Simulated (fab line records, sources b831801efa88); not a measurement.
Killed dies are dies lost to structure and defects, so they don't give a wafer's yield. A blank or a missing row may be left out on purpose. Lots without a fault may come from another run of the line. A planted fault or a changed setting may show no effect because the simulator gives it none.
fab line records | flow sky130
record lots=6 wafers=18 last_day=50
route steps=708 shown SONOS_ONO@176 GATE_OXIDE@187 POLY_GATE@204 PAD_OPEN@708
lots that met no fault: from a run of the same line without faults
start_h: hours from the record's first day to the start of the lot's first wafer shown | wait_h: hours since the lot's step before | " the same as in the row above | L1.1+2: a row that stands for several wafers | - no value, or no start given | * or withheld: withheld | < > ~ a bound
route shown NAME@n: a module of which the file shows steps, and the number in the route of the first | usual: mean/standard deviation of fault-free wafers | same: alike in all rows | chamber/n: place in a boat | sites: the reading at each site | _std_site: their standard deviation | _edge_site: outer sites' mean less inner sites' | radius_mm: how far each site lies from the wafer's centre | mask NAME#n: copy n | behind: the tool/chamber that last shaped the wafer | hold: why the lot was held/for how many hours/how that ended | device: the transistor (n, p or np) that didn't switch | end of line: the same wafers' tests at the end of the route | a step without rows: its recipe alone | killed: dies lost to structure and defects at the first sort, not the wafer's yield | map: a wafer's dies, x killed, . not, _ none there
set.NAME: the setting as run; set.NAME@STEP: as run at that earlier step | model.NAME: the simulator's own value behind a step, which no gauge read
lots at some steps of the route; a table a step, a row a wafer
services: from which hour (start_h, from the record's first day; less than 0 if before it) a tool's chamber was out of use, for how many hours, and why
## steps
# step SKY_SONOS_ONO_COAT_08
# recipe resist=NOVOLAK spin_rpm=3000 resist_thk_nm=1140
# step SKY_SONOS_ONO_SOFTBAKE_09
# recipe temp_c=90 time_s=60 resist=NOVOLAK
# step SKY_SONOS_ONO_EXPOSE_10
# recipe mask_id=ONOM target_cd_nm=410 na=0.6 source_shape=conventional sigma_outer=0.6 dose_mj=150
# step SKY_SONOS_ONO_PEB_11
# recipe temp_c=withheld time_s=* resist=NOVOLAK
# step SKY_SONOS_ONO_DEVELOP_12
# recipe develop_time_s=60 dev_temp_c=23
# step SKY_SONOS_ONO_CD_MEAS_13
# recipe target_cd_nm=410
# usual cd_nm=410.3/2.1
# columns lot.wafer tool chamber start_h wait_h cd_nm
L611.1 cd_sem-01 - 303.85 0.1 411.1
L611.4 " - " " 411.7
L611.6 " - " " 410.9
L617.1 cd_sem-02 - 363.84 0.1 413.7
L617.3 " - " " 412.5
L617.6 " - " " 411.7
L618.1 cd_sem-02 - 364.14 0.1 412.2
L618.3 " - " " 412.2
L618.6 " - " " 412.6
L624.1 cd_sem-02 - 416.89 0.1 412.1
L624.3 " - " " 411.7
L624.5 " - " " 411.2
L627.1 cd_sem-01 - 449.10 0.1 412.1
L627.2 " - " " 411.7
L627.3 " - " " 412.9
L629.1 cd_sem-01 - 461.81 0.1 410.2
L629.2 " - " " 409.7
L629.6 " - " " 412.3
# step SKY_SONOS_ONO_OVL_MEAS_14
# usual SONOS_ONO_OVL=-0.7/1.4
# columns lot.wafer tool chamber start_h wait_h SONOS_ONO_OVL[nm]
L611.1 overlay-01 - 303.97 0.1 0.1
L611.4 " - " " 0.8
L611.6 " - " " -0.5
L617.1 overlay-02 - 363.96 0.1 -0.5
L617.3 " - " " -0.9
L617.6 " - " " -1.4
L618.1 overlay-02 - 364.26 0.1 -1.4
L618.3 " - " " -1.2
L618.6 " - " " -1.8
L624.1 overlay-01 - 417.04 0.1 -3.5
L624.3 " - " " -0.3
L624.5 " - " " -2.5
L627.1 overlay-01 - 449.22 0.1 -1.9
L627.2 " - " " -3.1
L627.3 " - " " -2.7
L629.1 overlay-01 - 461.93 0.1 0.1
L629.2 " - " " -2.2
L629.6 " - " " -1.2
# step SKY_SONOS_ONO_ETCH_15
# recipe target_depth_nm=19.52 chemistry=CHF3/O2 source_w=600 bias_w=200 pressure_mtorr=40 chf3_flow_sccm=50 O2_flow_sccm=5 time_s=7.8
# usual drypump_motor_current_A=5.8/0.49 oes_product_au=1.000/0.0087 throttle_valve_pct=8.825/0.01
# columns lot.wafer tool chamber start_h wait_h drypump_motor_current_A oes_product_au rf_hours_counter_h throttle_valve_pct
L611.1 rie_diel-03 3 304.01 0.0 5.1 1.009 74 8.817
L611.4 " 1 " " 5.6 0.998 - 8.830
L611.6 " 3 " " 5.1 1.004 - 8.838
L617.1 rie_diel-03 1 364.00 0.0 5.6 0.998 5 8.833
L617.3 " 3 " " 5.0 1.005 75 8.850
L617.6 " 1 " " 5.6 0.994 - 8.833
L618.1 rie_diel-02 3 364.30 0.0 6.4 1.014 14 8.819
L618.3 " 1 " " 5.9 1.014 5 8.848
L618.6 " 1 " " 5.9 1.022 - 8.824
L624.1 rie_diel-03 2 417.07 0.0 6.0 0.975 32 8.819
L624.3 " 0 " " 5.3 1.002 2 8.832
L624.5 " 1 " " 5.6 0.987 - 8.819
L627.1 rie_diel-01 1 449.26 0.0 6.2 1.006 78 8.851
L627.2 " 3 " " 5.0 1.000 0 8.837
L627.3 " 0 " " 5.3 1.007 96 8.827
L629.1 rie_diel-03 3 461.97 0.0 5.0 1.008 76 8.817
L629.2 " 1 " " 5.6 0.983 7 8.828
L629.6 " 3 " " 5.0 1.005 - 8.823
# step SKY_SONOS_ONO_WET_ETCH_16
# recipe chemistry=dHF target_depth_nm=14 dry=n2_spin target=SiO2 dilution=100:1 temp_c=25 time_s=280
# step SKY_SONOS_ONO_STRIP_17
# recipe chemistry=O2/N2 power_w=1400 pressure_mtorr=1500 platen_temp_c=withheld o2_flow_sccm=3000 n2_flow_sccm=300 overash_fraction=0.5
# usual drypump_motor_current_A=5.6/0.59 oes_product_au=0.710/0.0047 strip_time_to_endpoint_s=14.10/0.045
# columns lot.wafer tool chamber start_h wait_h drypump_motor_current_A oes_product_au rf_hours_counter_h strip_time_to_endpoint_s
L611.1 plasma_asher-03 0 304.13 0.0 6.3 0.716 64 14.12
L611.4 " 0 " " 6.3 0.707 - 14.14
L611.6 " 1 " " 4.9 0.715 - 14.12
L617.1 plasma_asher-02 0 364.10 0.0 6.4 0.710 66 14.07
L617.3 " 0 " " 6.4 0.705 - 14.04
L617.6 " 1 " " 4.9 0.711 - 14.06
L618.1 plasma_asher-01 1 364.40 0.0 5.8 0.708 53 14.08
L618.3 " 0 " " 5.2 0.707 - 14.08
L618.6 " 0 " " 5.2 0.712 - 14.08
L624.1 plasma_asher-03 0 417.18 0.0 6.3 0.713 75 14.15
L624.3 " 0 " " 6.3 0.705 - 14.13
L624.5 " 1 " " 4.9 0.718 - 14.15
L627.1 plasma_asher-01 1 449.37 0.0 5.8 0.707 61 14.05
L627.2 " 0 " " 5.2 0.710 61 14.07
L627.3 " 1 " " 5.8 0.702 - 14.10
L629.1 plasma_asher-01 1 462.08 0.0 5.8 0.711 62 14.16
L629.2 " 0 " " 5.2 0.711 62 14.18
L629.6 " 1 " " 5.8 0.700 - 14.11
# step SKY_SONOS_ONO_WET_ETCH_18
# recipe chemistry=H3PO4 target_depth_nm=15 target=Si3N4 temp_c=160 time_s=172
# step SKY_GATE_OXIDE_CLEAN_00
# recipe chemistry=SC1/SC2 mix=1:4:20 temp_c=70 time_s=150 dry=n2_spin
# step SKY_GATE_OXIDE_OXIDATION_01
# recipe temp_c=900 ambient=O2 stabilise_s=600 purge_s=300 target_thk_a=102.68 ox_time_s=1473
# usual spike_tc_centre_C=900.3/1 spike_tc_upper_C=900.1/1.1 tube_center_temp_C=900/0.086 zone_power_centre_pct=18.07/0.18 zone_power_lower_pct=18.8/0.47 zone_power_upper_pct=17.2/0.67
# columns lot.wafer tool chamber start_h wait_h spike_tc_centre_C spike_tc_upper_C tube_center_temp_C zone_power_centre_pct zone_power_lower_pct zone_power_upper_pct model.SiO2_of_GATE_OXIDE_OXIDATION_01.thk_nm
L611.1 furnace-02 0 304.93 0.6 902.4 901.4 900.07 18.23 18.8 17.0 10.43
L611.4 " 0 " " 900.3 900.2 899.91 18.31 19.3 16.5 10.35
L611.6 " 0 " " 900.3 900.6 900.05 18.15 19.3 16.5 10.34
L617.1 furnace-02 0 364.31 0.0 865.0 905.0 900.03 5.69 26.4 22.8 10.42
L617.3 " 0 " " 865.7 905.2 899.99 5.68 25.5 22.8 10.01
L617.6 " 0 " " 865.0 905.3 900.04 5.68 25.8 22.7 9.381
L618.1 furnace-02 0 365.72 1.1 866.5 905.5 899.96 5.74 25.5 22.5 9.322
L618.3 " 0 " " 867.2 906.3 900.11 5.77 26.7 22.7 9.829
L618.6 " 0 " " 865.2 907.1 899.99 5.69 26.3 22.4 10.21
L624.1 furnace-01 0 418.59 1.2 898.3 897.8 899.91 18.41 18.3 17.9 10.31
L624.3 " 0 " " 901.4 900.4 899.93 18.35 17.9 18.1 10.56
L624.5 " 0 " " 901.1 899.7 899.97 18.28 18.3 18.0 10.32
L627.1 furnace-02 0 449.71 0.1 902.0 900.3 899.88 18.07 19.2 16.6 10.19
L627.2 " 0 " " 899.6 902.7 900.07 18.19 19.0 16.5 10.38
L627.3 " 0 " " 900.5 900.3 899.94 18.07 19.0 16.7 10.4
L629.1 furnace-01 0 463.12 0.8 898.7 901.4 899.77 18.17 18.0 18.3 10.27
L629.2 " 0 " " 900.5 899.4 899.93 17.96 17.9 18.1 10.42
L629.6 " 0 " " 901.2 900.6 900.01 18.09 18.0 18.4 10.14
# step SKY_GATE_OXIDE_THK_MEAS_02
# recipe reads=SiO2_of_GATE_OXIDE_OXIDATION_01
# usual GATE_OXIDE_OXIDATION_00_THK=10.27/0.17
# columns lot.wafer tool chamber start_h wait_h GATE_OXIDE_OXIDATION_00_THK[nm]
L611.1 film_metro-01 - 306.34 0.0 10.39
L611.4 " - " " 10.32
L611.6 " - " " 10.32
L617.1 film_metro-02 - 365.72 0.0 10.41
L617.3 " - " " 10.05
L617.6 " - " " 9.37
L618.1 film_metro-03 - 367.13 0.0 9.33
L618.3 " - " " 9.86
L618.6 " - " " 10.21
L624.1 film_metro-01 - 419.99 0.0 10.31
L624.3 " - " " 10.53
L624.5 " - " " 10.33
L627.1 film_metro-02 - 451.12 0.0 10.22
L627.2 " - " " 10.39
L627.3 " - " " 10.43
L629.1 film_metro-03 - 464.53 0.0 10.24
L629.2 " - " " 10.42
L629.6 " - " " 10.13
# step SKY_GATE_OXIDE_DEHYDRATE_03
# recipe temp_c=200 time_s=60
# step SKY_GATE_OXIDE_HMDS_04
# recipe prime_time_s=60 prime_temp_c=120
# step SKY_GATE_OXIDE_COAT_05
# recipe resist=NOVOLAK spin_rpm=3000 resist_thk_nm=1140
# step SKY_GATE_OXIDE_SOFTBAKE_06
# recipe temp_c=90 time_s=60 resist=NOVOLAK
# step SKY_GATE_OXIDE_EXPOSE_07
# recipe mask_id=LVOM na=0.6 source_shape=conventional sigma_outer=0.6 polarization=unpolarized target_cd_nm=600 dose_mj=170
# step SKY_GATE_OXIDE_PEB_08
# recipe temp_c=withheld time_s=* resist=NOVOLAK
# step SKY_GATE_OXIDE_DEVELOP_09
# recipe resist=NOVOLAK developer=TMAH develop_time_s=60 dev_temp_c=23
# step SKY_GATE_OXIDE_OVL_MEAS_10
# usual GATE_OXIDE_OVL=0.6/1.3
# columns lot.wafer tool chamber start_h wait_h GATE_OXIDE_OVL[nm]
L611.1 overlay-01 - 330.89 0.1 -1.3
L611.4 " - " " -0.4
L611.6 " - " " 0.4
L617.1 overlay-01 - 395.00 0.1 -0.1
L617.3 " - " " 0.1
L617.6 " - " " 0.0
L618.1 overlay-01 - 395.84 0.1 -0.6
L618.3 " - " " 1.3
L618.6 " - " " 3.3
L624.1 overlay-02 - 450.69 0.1 0.9
L624.3 " - " " -1.4
L624.5 " - " " 1.4
L627.1 overlay-01 - 481.84 0.1 0.0
L627.2 " - " " 0.6
L627.3 " - " " -0.4
L629.1 overlay-01 - 495.45 0.1 0.3
L629.2 " - " " 0.8
L629.6 " - " " -0.1
# step SKY_GATE_OXIDE_IMPLANT_11
# recipe species=B energy_kev=10 dose_cm2=2.6e+12 tilt_deg=withheld
# step SKY_GATE_OXIDE_WET_ETCH_12
# recipe chemistry=dHF target_depth_nm=16.8 dry=n2_spin target=SiO2 dilution=100:1 temp_c=25 time_s=336
# step SKY_GATE_OXIDE_STRIP_13
# recipe chemistry=O2/N2 power_w=1400 pressure_mtorr=1500 platen_temp_c=withheld o2_flow_sccm=3000 n2_flow_sccm=300 overash_fraction=0.5
# usual drypump_motor_current_A=5.6/0.47 oes_product_au=0.716/0.0047 strip_time_to_endpoint_s=14.20/0.039
# columns lot.wafer tool chamber start_h wait_h drypump_motor_current_A oes_product_au rf_hours_counter_h strip_time_to_endpoint_s
L611.1 plasma_asher-03 0 331.19 0.0 6.2 0.707 66 14.22
L611.4 " 0 " " 6.3 0.720 - 14.21
L611.6 " 1 " " 4.9 0.712 - 14.21
L617.1 plasma_asher-03 0 395.29 0.0 6.3 0.720 73 14.26
L617.3 " 1 " " 4.9 0.718 - 14.27
L617.6 " 0 " " 6.3 0.723 - 14.26
L618.1 plasma_asher-04 1 396.13 0.0 5.8 0.720 27 14.19
L618.3 " 1 " " 5.8 0.716 - 14.18
L618.6 " 1 " " 5.8 0.719 - 14.19
L624.1 plasma_asher-03 1 451.08 0.0 4.9 0.701 2 14.18
L624.3 " 0 " " 6.3 0.721 - 14.17
L624.5 " 1 " " 4.9 0.712 - 14.19
L627.1 plasma_asher-04 0 482.13 0.0 5.5 0.717 36 14.21
L627.2 " 1 " " 5.8 0.709 36 14.19
L627.3 " 0 " " 5.6 0.717 - 14.21
L629.1 plasma_asher-04 0 495.74 0.0 5.6 0.711 37 14.16
L629.2 " 1 " " 5.8 0.719 37 14.22
L629.6 " 0 " " 5.6 0.710 - 14.17
# step SKY_GATE_OXIDE_TW_MEAS_14
# usual GATE_OXIDE_TW=223.8/1.5
# columns lot.wafer tool chamber start_h wait_h GATE_OXIDE_TW
L611.1 film_metro-01 - 331.29 0.1 221.6
L611.4 " - " " 222.4
L611.6 " - " " 224.0
L617.1 film_metro-02 - 395.39 0.1 225.7
L617.3 " - " " 223.2
L617.6 " - " " 224.7
L618.1 film_metro-03 - 396.23 0.1 222.7
L618.3 " - " " 222.2
L618.6 " - " " 222.9
L624.1 film_metro-01 - 451.18 0.1 225.3
L624.3 " - " " 223.4
L624.5 " - " " 223.1
L627.1 film_metro-01 - 482.23 0.1 222.2
L627.2 " - " " 221.2
L627.3 " - " " 222.8
L629.1 film_metro-03 - 495.84 0.1 224.0
L629.2 " - " " 223.1
L629.6 " - " " 224.8
# step SKY_GATE_OXIDE_CLEAN_15
# recipe chemistry=SC1/SC2 mix=1:4:20 temp_c=70 time_s=150 dry=n2_spin
# step SKY_GATE_OXIDE_OXIDATION_16
# recipe temp_c=800 ambient=O2 idle_temp_c=700 ramp_up_c_per_min=10 ramp_down_c_per_min=3 stabilise_s=600 purge_s=300 target_thk_a=35.7 ox_time_s=1915
# usual ox_temp_c_max=804.8/1.4 spike_tc_centre_C=800.2/1 spike_tc_upper_C=799.8/1.2 tube_center_temp_C=800.01/0.075 zone_power_centre_pct=14.18/0.14 zone_power_lower_pct=14.4/0.35 zone_power_upper_pct=13.7/0.52
# columns lot.wafer tool chamber start_h wait_h ox_temp_c_max spike_tc_centre_C spike_tc_upper_C tube_center_temp_C zone_power_centre_pct zone_power_lower_pct zone_power_upper_pct model.SiO2_of_GATE_OXIDE_OXIDATION_01.thk_nm
L611.1 furnace-01 0 332.88 1.5 804.2 799.9 799.3 799.98 14.19 14.3 14.2 11.73
L611.4 " 0 " " 803.6 800.5 797.7 799.99 14.12 13.9 14.3 11.63
L611.6 " 0 " " 804.2 799.4 798.1 800.16 13.93 14.1 14.2 11.63
L617.1 furnace-02 0 398.05 2.5 806.1 799.7 799.1 800.09 14.40 14.9 13.0 11.74
L617.3 " 0 " " 806.3 801.4 799.5 800.07 14.16 14.8 13.0 11.4
L617.6 " 0 " " 805.2 801.6 800.2 799.99 14.27 15.0 13.1 10.81
L618.1 furnace-02 0 398.05 1.7 805.4 801.1 801.1 799.94 14.09 15.0 12.9 10.72
L618.3 " 0 " " 807.1 799.4 798.5 800.03 14.00 15.0 12.9 11.2
L618.6 " 0 " " 806.7 799.5 800.7 800 14.39 14.8 13.1 11.56
L624.1 furnace-02 0 451.29 0.0 808.3 799.6 802.2 800.08 14.15 15.1 12.9 11.7
L624.3 " 0 " " 806.8 801.5 800.4 800.09 14.04 15.1 12.9 11.92
L624.5 " 0 " " 806.3 799.7 800.7 800.16 14.22 14.8 13.1 11.69
L627.1 furnace-01 0 484.01 1.7 802.5 798.0 801.2 800.04 14.14 14.1 14.0 11.55
L627.2 " 0 " " 805.5 799.5 797.9 799.88 14.44 14.2 14.2 11.73
L627.3 " 0 " " 803.7 800.8 798.3 800.03 14.11 14.3 13.9 11.74
L629.1 furnace-02 0 495.95 0.0 804.9 800.3 800.4 800.09 14.38 14.7 12.9 11.62
L629.2 " 0 " " 807.5 798.9 800.9 800.14 14.11 14.9 13.1 11.77
L629.6 " 0 " " 806.0 800.4 800.6 800.04 14.00 14.4 13.0 11.52
# step SKY_POLY_GATE_CVD_00
# recipe material=poly-Si target_thk_nm=180 temp_c=620 time_s=720 pressure_mtorr=200
# step SKY_PAD_OPEN_PROBE_99
# usual killed_at_M0_to_M3=43/6.8 killed_at_M4_up=3.2/1.8 killed_at_contacts=24/5.2 killed_at_front_end=15/4.2 killed_at_other=0.4/0.62 killed_dies=85/8.7 killed_open=46/6.7 killed_short=39/5.9
# same gross_dies=492 killed_at_back_side=0
# columns lot.wafer tool chamber start_h wait_h killed_at_M0_to_M3 killed_at_M4_up killed_at_contacts killed_at_front_end killed_at_other killed_dies killed_open killed_short model.etest.nfet_16v.r_on_ohm_um model.etest.tip_sonos.rs_ohm_sq model.etest.pfet_g5v0d10v5.r_on_ohm_um model.etest.nfet_g5v0d10v5.r_on_ohm_um model.etest.nfet_g5v0d10v5.drive_ua_um model.etest.nfet_05v0_nvt.drive_ua_um model.etest.pfet_g5v0d10v5.drive_ua_um model.etest.nfet_16v.drive_ua_um
L611.1 prober-02 - 1091.49 0.1 46 9 16 20 1 92 45 47 1.402e+04 2665 4820 1911 589.8 569.6 334.9 222.2
L611.4 prober-02 - 1091.64 0.2 26 5 26 12 1 70 34 36 1.39e+04 2634 4839 1887 602.1 579.8 334 224.8
L611.6 prober-02 - 1091.74 0.2 52 7 26 18 0 103 48 55 1.38e+04 2687 4784 1891 605 581.5 338.2 224.6
L618.1 prober-01 - 1136.56 0.1 48 5 26 16 0 95 46 48 1.369e+04 2480 4560 1814 648.5 617.3 365.2 236.8
L618.3 prober-01 - 1136.66 0.2 35 6 24 17 0 82 45 36 1.388e+04 2556 4674 1844 622.8 597.5 350.9 227.1
L618.6 prober-01 - 1136.81 0.2 43 2 30 9 0 84 50 33 1.415e+04 2647 4712 1874 608.3 584.5 345.9 221.5
L617.1 prober-02 - 1139.61 0.1 33 9 30 14 0 86 51 34 1.421e+04 2648 4716 1886 602.2 568.1 339.5 217.5
L617.3 prober-02 - 1139.71 0.2 39 5 29 18 1 92 53 37 1.402e+04 2573 4648 1853 622.3 589.8 347.4 224.9
L617.6 prober-02 - 1139.86 0.2 51 2 23 15 0 91 57 34 1.369e+04 2427 4542 1791 651.9 612.2 362.7 237.2
L624.1 prober-01 - 1166.31 0.1 34 3 19 14 0 70 32 38 1.387e+04 2690 4804 1878 603.5 575.3 339.6 222.6
L624.3 prober-01 - 1166.41 0.2 47 2 35 15 0 99 55 44 1.405e+04 2718 4842 1908 590.7 566 335.6 219
L624.5 prober-01 - 1166.51 0.2 46 1 22 14 1 84 53 30 1.389e+04 2690 4755 1870 608.4 577.2 336.9 221.5
L627.1 prober-02 - 1183.85 0.1 60 4 20 10 0 94 54 40 1.409e+04 2642 4712 1896 608.1 574.9 345.6 221.8
L627.2 prober-02 - 1183.90 0.1 51 4 28 16 0 99 56 43 1.418e+04 2698 4728 1878 599.7 572.9 343 218.3
L627.3 prober-02 - 1183.95 0.2 40 6 26 15 0 87 49 37 1.426e+04 2694 4741 1888 597.8 570 338.3 217.8
L629.1 prober-02 - 1190.63 0.1 51 1 21 9 1 83 44 38 1.413e+04 2641 4851 1906 605.9 574.1 336.2 221.7
L629.2 prober-02 - 1190.68 0.1 50 3 32 14 1 100 52 47 1.419e+04 2642 4918 1901 601.3 570.5 331 219.1
L629.6 prober-02 - 1190.88 0.2 42 4 26 11 0 83 42 39 1.407e+04 2603 4786 1874 610.7 576.2 340.2 222.8
# killed by level:class
L611.1 VIA3:geometric_particle:open=8 VIA1:geometric_particle:short=7 CONTACT:geometric_particle:open=7 VIA1:geometric_particle:open=7 METAL4:geometric_particle:short=7 POLY_GATE:geometric_particle:open=6 METAL1:geometric_particle:short=6 FIELD_ISO:geometric_particle:open=5
L611.4 CONTACT:geometric_particle:short=9 CONTACT:geometric_particle:open=6 FIELD_ISO:geometric_particle:open=4 FIELD_ISO:geometric_particle:short=4 VIA1:geometric_particle:open=4 LI_CONTACT:geometric_particle:open=4 VIA2:geometric_particle:open=4 LI_CONTACT:geometric_particle:short=3
L611.6 METAL2:geometric_particle:short=11 CONTACT:geometric_particle:open=10 VIA1:geometric_particle:open=8 VIA2:geometric_particle:open=7 VIA3:geometric_particle:open=7 CONTACT:geometric_particle:short=6 VIA1:geometric_particle:short=6 METAL4:geometric_particle:short=6
L618.1 LI_CONTACT:geometric_particle:open=9 CONTACT:geometric_particle:open=9 VIA1:geometric_particle:open=8 VIA3:geometric_particle:short=8 METAL2:geometric_particle:short=6 METAL1:geometric_particle:short=5 VIA1:geometric_particle:short=5 FIELD_ISO:geometric_particle:short=4
L618.3 CONTACT:geometric_particle:open=10 VIA2:geometric_particle:open=9 METAL1:geometric_particle:short=6 VIA1:geometric_particle:open=6 VIA3:geometric_particle:open=5 FIELD_ISO:geometric_particle:open=4 POLY_GATE:geometric_particle:open=4 LI_CONTACT:geometric_particle:open=4
L618.6 VIA1:geometric_particle:open=13 LI_CONTACT:geometric_particle:open=9 CONTACT:geometric_particle:open=8 LOCAL_INTERCONNECT:geometric_particle:short=6 CONTACT:geometric_particle:short=6 METAL1:geometric_particle:short=6 VIA3:geometric_particle:open=6 VIA2:geometric_particle:open=5
L617.1 CONTACT:geometric_particle:open=14 VIA1:geometric_particle:open=11 CONTACT:geometric_particle:short=6 VIA1:geometric_particle:short=5 METAL4:geometric_particle:short=5 FIELD_ISO:geometric_particle:open=4 POLY_GATE:geometric_particle:open=4 LI_CONTACT:geometric_particle:open=4
L617.3 CONTACT:geometric_particle:open=13 VIA1:geometric_particle:open=8 VIA2:geometric_particle:open=8 VIA3:geometric_particle:open=7 LOCAL_INTERCONNECT:geometric_particle:short=5 POLY_GATE:geometric_particle:open=4 POLY_GATE:geometric_particle:short=4 LI_CONTACT:geometric_particle:open=4
L617.6 VIA3:geometric_particle:open=10 CONTACT:geometric_particle:open=9 VIA1:geometric_particle:open=9 LI_CONTACT:geometric_particle:open=7 FIELD_ISO:geometric_particle:open=6 METAL1:geometric_particle:short=6 VIA1:geometric_particle:short=6 VIA2:geometric_particle:open=6
L624.1 LI_CONTACT:geometric_particle:open=7 VIA2:geometric_particle:open=6 SPACER:geometric_particle:short=5 CONTACT:geometric_particle:short=5 METAL1:geometric_particle:short=5 VIA1:geometric_particle:short=5 POLY_GATE:geometric_particle:short=4 CONTACT:geometric_particle:open=4
L624.3 CONTACT:geometric_particle:open=13 VIA1:geometric_particle:open=12 CONTACT:geometric_particle:short=9 VIA3:geometric_particle:open=8 METAL2:geometric_particle:short=7 LI_CONTACT:geometric_particle:open=6 METAL1:geometric_particle:short=6 VIA2:geometric_particle:open=6
L624.5 VIA1:geometric_particle:open=13 CONTACT:geometric_particle:open=9 VIA2:geometric_particle:open=8 VIA3:geometric_particle:open=7 FIELD_ISO:geometric_particle:short=6 CONTACT:geometric_particle:short=5 LI_CONTACT:geometric_particle:open=4 FIELD_ISO:geometric_particle:open=3
L627.1 VIA1:geometric_particle:open=14 METAL1:geometric_particle:short=10 CONTACT:geometric_particle:open=9 VIA3:geometric_particle:open=8 LI_CONTACT:geometric_particle:open=5 VIA1:geometric_particle:short=5 METAL2:geometric_particle:short=5 VIA2:geometric_particle:open=4
L627.2 VIA1:geometric_particle:open=13 CONTACT:geometric_particle:open=11 METAL2:geometric_particle:short=8 LI_CONTACT:geometric_particle:open=7 METAL3:geometric_particle:short=7 VIA3:geometric_particle:open=5 CONTACT:geometric_particle:short=5 VIA2:geometric_particle:open=5
L627.3 CONTACT:geometric_particle:open=13 VIA1:geometric_particle:open=7 VIA2:geometric_particle:open=6 METAL4:geometric_particle:short=6 LOCAL_INTERCONNECT:geometric_particle:short=5 METAL2:geometric_particle:short=5 VIA3:geometric_particle:open=5 FIELD_ISO:geometric_particle:short=4
L629.1 VIA1:geometric_particle:open=11 METAL2:geometric_particle:short=9 CONTACT:geometric_particle:open=7 LOCAL_INTERCONNECT:geometric_particle:short=6 VIA1:geometric_particle:short=6 METAL3:geometric_particle:short=6 VIA2:geometric_particle:open=5 VIA3:geometric_particle:open=5
L629.2 VIA1:geometric_particle:open=10 CONTACT:geometric_particle:open=9 METAL2:geometric_particle:short=9 LI_CONTACT:geometric_particle:open=7 VIA2:geometric_particle:open=7 LI_CONTACT:geometric_particle:short=5 LOCAL_INTERCONNECT:geometric_particle:short=5 CONTACT:geometric_particle:short=5
L629.6 CONTACT:geometric_particle:open=9 VIA2:geometric_particle:open=6 LOCAL_INTERCONNECT:geometric_particle:short=6 VIA1:geometric_particle:open=6 METAL2:geometric_particle:short=6 VIA3:geometric_particle:open=6 METAL4:geometric_particle:short=4 LOCAL_INTERCONNECT:geometric_particle:open=4
## services
# columns tool chamber start_h hours kind
furnace-01 - 283.79 5.0 pm
plasma_asher-01 - 284.15 28.1 pm
rie_diel-03 - 286.21 14.6 pm
rie_diel-03 - 307.00 1.7 repair
rie_diel-03 3 307.06 9.5 repair
plasma_asher-04 - 309.93 2.8 pm
rie_diel-03 2 322.48 11.3 repair
rie_diel-03 - 328.23 0.8 repair
plasma_asher-02 - 337.13 1.2 repair
plasma_asher-01 - 359.54 2.6 repair
plasma_asher-01 - 366.70 0.4 repair
rie_diel-03 1 373.79 9.5 repair
rie_diel-01 0 391.64 1.3 repair
furnace-01 - 397.63 3.7 pm
plasma_asher-01 - 407.28 2.8 pm
rie_diel-02 2 412.46 8.1 repair
plasma_asher-03 - 421.28 9.0 pm
plasma_asher-03 0 421.28 9.0 vent_cycle
plasma_asher-03 1 421.28 9.0 vent_cycle
plasma_asher-03 0 430.28 - clean
rie_diel-02 3 436.49 1.3 repair
furnace-02 - 437.16 5.3 pm
rie_diel-02 2 452.76 2.2 repair
plasma_asher-03 - 489.02 14.6 pm
## key
first_sign step=SKY_GATE_OXIDE_OXIDATION_01 reading=zone_power_centre_pct direction=down sigmas=71 usual=18.07 struck=5.71
effect step=SKY_GATE_OXIDE_OXIDATION_01 reading=spike_tc_centre_C direction=down sigmas=34 usual=900.3 struck=865.8
effect step=SKY_GATE_OXIDE_THK_MEAS_02 reading=GATE_OXIDE_OXIDATION_00_THK direction=down sigmas=2.3 usual=10.27 struck=9.87 wafers_moved=4
model_effect step=SKY_GATE_OXIDE_OXIDATION_01 value=SiO2_of_GATE_OXIDE_OXIDATION_01.thk_nm without=10.53 struck=9.862
model_effect step=SKY_GATE_OXIDE_OXIDATION_16 value=SiO2_of_GATE_OXIDE_OXIDATION_01.thk_nm without=11.86 struck=11.24
model_effect step=SKY_PAD_OPEN_PROBE_99 value=etest.nfet_16v.r_on_ohm_um without=1.43e+04 struck=1.394e+04
met_at SKY_GATE_OXIDE_OXIDATION_01
struck_wafers L617.1,L617.3,L617.6,L618.1,L618.3,L618.6
tester_left_out L617,L618
onset_between 304.93 364.31
fault kind=process_parameter_drift tool=furnace-02 chamber=- onset_h=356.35 steps=SKY_GATE_OXIDE_OXIDATION_01 channel=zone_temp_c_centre offset=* shape=step end_h=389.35
# tester_left_out: of these lots the tester's yield and bins aren't shown, on N5 and GAA mostly nor the transistor test; their killed dies are dies lost to structure and defects alone, not to doping, threshold or leakage, so they don't give the yield
